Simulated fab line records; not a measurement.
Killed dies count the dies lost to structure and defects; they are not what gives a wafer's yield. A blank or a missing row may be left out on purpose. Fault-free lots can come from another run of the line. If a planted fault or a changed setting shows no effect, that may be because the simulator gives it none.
What tool caused it?	flow gf180mcu	12 lots with 36 wafers sampled at 5 steps, on a route of 602 steps

## WHAT THE GAUGES SHOWED, per wafer
GF_TOP_METAL_OVL_MEAS_15.
lot	measured	on	TOP_METAL_OVL (nm)
L903	day 28 03:35	overlay-01	-0.4 -1.0 -0.6
L905	day 28 21:53	overlay-01	0.3 1.1 -2.1
L906	day 29 07:34	overlay-01	-1.0 0.7 -2.5
L908	day 29 21:02	overlay-02	-2.3 -1.0 -1.1
L910	day 30 07:56	overlay-02	-0.4 0.4 1.0
L912	day 30 23:58	overlay-02	0.0 1.2 0.7
L914	day 31 19:30	overlay-01	0.9 -0.6 -1.5
L915	day 31 19:42	overlay-02	-1.5 -1.8 -1.7
L916	day 32 00:02	overlay-02	-0.3 1.1 1.2
L922	day 33 14:28	overlay-01	0.8 0.7 -0.4
L923	day 33 17:10	overlay-02	-1.6 0.9 1.7
L925	day 34 04:06	overlay-01	0.6 0.5 1.2

GF_PASSIVATION_THK_MEAS_01.
lot	measured	on	PASSIVATION_CVD_00_THK (nm)
L903	day 28 04:26	film_metro-03	999 1014 1000
L905	day 28 22:46	film_metro-01	992 1015 995
L906	day 29 08:25	film_metro-03	992 1006 1017
L908	day 29 21:55	film_metro-03	996 1015 1021
L910	day 30 08:58	film_metro-03	980 1002 987
L912	day 31 00:50	film_metro-01	981 982 1007
L914	day 31 20:36	film_metro-01	988 989 1005
L915	day 31 20:40	film_metro-01	953 958 967
L916	day 32 00:52	film_metro-04	967 970 972
L922	day 33 15:19	film_metro-04	980 1006 996
L923	day 33 18:05	film_metro-03	1003 1009 1010
L925	day 34 04:56	film_metro-04	1013 1001 1000

## WHICH TOOL RAN EACH LOT (tool, then ch and the chambers of the sampled wafers, then the start)
lot	GF_V5_CMP_26	GF_TOP_METAL_METAL_ETCH_16	GF_PASSIVATION_CVD_00
L903	cmp-02 ch 1,2, day 27 06:54	rie_metal-03 ch 0,1, day 28 03:37	pecvd-02 ch 0,2, day 28 04:21
L905	cmp-02 ch 0,1, day 28 01:50	rie_metal-04 ch 0,1, day 28 21:55	pecvd-01 ch 0,2, day 28 22:40
L906	cmp-01 ch 2,3, day 28 11:44	rie_metal-01 ch 0,1, day 29 07:39	pecvd-02 ch 0,2, day 29 08:19
L908	cmp-01 ch 0,1,3, day 29 01:51	rie_metal-01 ch 0, day 29 21:04	pecvd-03 ch 0,2, day 29 21:50
L910	cmp-01 ch 1,2,3, day 29 12:23	rie_metal-04 ch 1, day 30 07:58	pecvd-02 ch 0,2, day 30 08:53
L912	cmp-02 ch 1,2,3, day 30 05:08	rie_metal-03 ch 0,1, day 30 23:59	pecvd-03 ch 1,2, day 31 00:44
L914	cmp-01 ch 0,1,3, day 31 01:31	rie_metal-01 ch 1, day 31 19:32	pecvd-02 ch 0,2, day 31 20:31
L915	cmp-02 ch 0,1,3, day 31 02:01	rie_metal-03 ch 0,1, day 31 19:44	pecvd-03 ch 0,1,2, day 31 20:35
L916	cmp-01 ch 1,2,3, day 31 06:50	rie_metal-04 ch 0,1, day 32 00:04	pecvd-03 ch 0,1,2, day 32 00:47
L922	cmp-01 ch 0,2,3, day 32 22:33	rie_metal-04 ch 0,1, day 33 14:33	pecvd-01 ch 1,2, day 33 15:13
L923	cmp-02 ch 1,2,3, day 33 02:30	rie_metal-03 ch 0,1, day 33 17:12	pecvd-01 ch 0,1,2, day 33 17:59
L925	cmp-02 ch 0,1,2, day 33 12:12	rie_metal-04 ch 0,1, day 34 04:08	pecvd-02 ch 0,2, day 34 04:52
- GF_V5_CMP_26: polishes, stops on SiO2, t overpolish 15 s, target thk 0 nm.
- GF_TOP_METAL_METAL_ETCH_16: etches the open film in Cl2/BCl3, stops on SiO2, target depth 1197 nm, time 199.5 s.
- GF_PASSIVATION_CVD_00: deposits SiO2 from TEOS, target thk 1000 nm, time 111.95 s.

## WHAT THE TOOLS THEMSELVES READ (means of the sampled wafers that have a number; where no wafer has one, the mark that the record gives instead)
GF_V5_CMP_26.
lot	tool	motor_current_A (A)	overpolish_run_s (s)	time_to_endpoint_s (s)
L903	cmp-02	10.6	15.002	87
L905	cmp-02	10.2	14.998	87
L906	cmp-01	9.5	15.003	83
L908	cmp-01	10.7	15.002	82
L910	cmp-01	10.1	15.003	85
L912	cmp-02	11.2	15.006	88
L914	cmp-01	10.4	15.000	85
L915	cmp-02	10.2	14.999	89
L916	cmp-01	9.8	15.001	89
L922	cmp-01	10.0	14.997	87
L923	cmp-02	10.9	15.001	87
L925	cmp-02	9.3	14.999	86

GF_TOP_METAL_METAL_ETCH_16.
lot	tool	drypump_motor_current_A (A)	oes_product_au (a.u.)	throttle_valve_pct (%)
L903	rie_metal-03	5.9	0.986	28.238
L905	rie_metal-04	5.4	0.988	28.238
L906	rie_metal-01	6.0	0.985	28.232
L908	rie_metal-01	5.3	0.987	28.224
L910	rie_metal-04	5.1	0.982	28.235
L912	rie_metal-03	5.6	0.992	28.224
L914	rie_metal-01	6.3	0.984	28.242
L915	rie_metal-03	5.6	0.996	28.236
L916	rie_metal-04	5.8	0.987	28.236
L922	rie_metal-04	5.4	0.996	28.233
L923	rie_metal-03	5.9	0.992	28.233
L925	rie_metal-04	5.4	0.988	28.229

GF_PASSIVATION_CVD_00.
lot	tool	heater_power_w (W)	run_length_s (s)
L903	pecvd-02	633	140.7
L905	pecvd-01	623	139.8
L906	pecvd-02	620	140.3
L908	pecvd-03	642	140.2
L910	pecvd-02	617	140.5
L912	pecvd-03	682	139.9
L914	pecvd-02	661	141.0
L915	pecvd-03	717	136.9
L916	pecvd-03	674	136.8
L922	pecvd-01	641	139.7
L923	pecvd-01	616	139.8
L925	pecvd-02	635	140.6

## THE ANSWER, worked out from the rows above alone
Rule: what is usual is taken from the lots themselves. The widest of any qualifying gaps counts: lots, ordered by their means at a reading, are off when they make up no more than a third of the lots, leave a main group of 4 or more, and stand apart from it by 3 or more times the standard deviation of that group's means. If all means in a main group match to the digits the tables above print for the reading, that group is not used. A lot without any number at a reading at which 4 lots or more have one is off too. All remaining lots with rows at the step are treated as sound. The gauges are gone through in route order, then the tools' own readings, and for those a lot's mean is taken as printed above. At the first step where some lot is off, the reading lying furthest off is the one used; lots without a number count as furthest.
Off: L915, L916 (GF_PASSIVATION_CVD_00, run_length_s). Main group: mean 140.2 s, sd 0.42.
A tool fits if, at that step or a process step before it, it ran every lot that is off, and no sound lot after the first of them. One candidate fits, namely pecvd-03 at GF_PASSIVATION_CVD_00. Its last sound lot is L912 (day 31 00:44), its first lot that is off L915 (day 31 20:35): a fault that began between those two fits.
On the lots that are off, the tool's own readings at GF_PASSIVATION_CVD_00 differ by more than 5 times the standard deviation of the sound lots' means, which bears it out; run_length_s reads 136.9 s there versus 140.2 s on the sound lots.

## WHAT THE SIMULATOR HAD INSERTED
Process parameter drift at GF_PASSIVATION_CVD_00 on pecvd-03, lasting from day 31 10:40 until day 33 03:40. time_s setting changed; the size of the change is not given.
Struck lots among those shown: L915, L916. The same result came from the rule above.
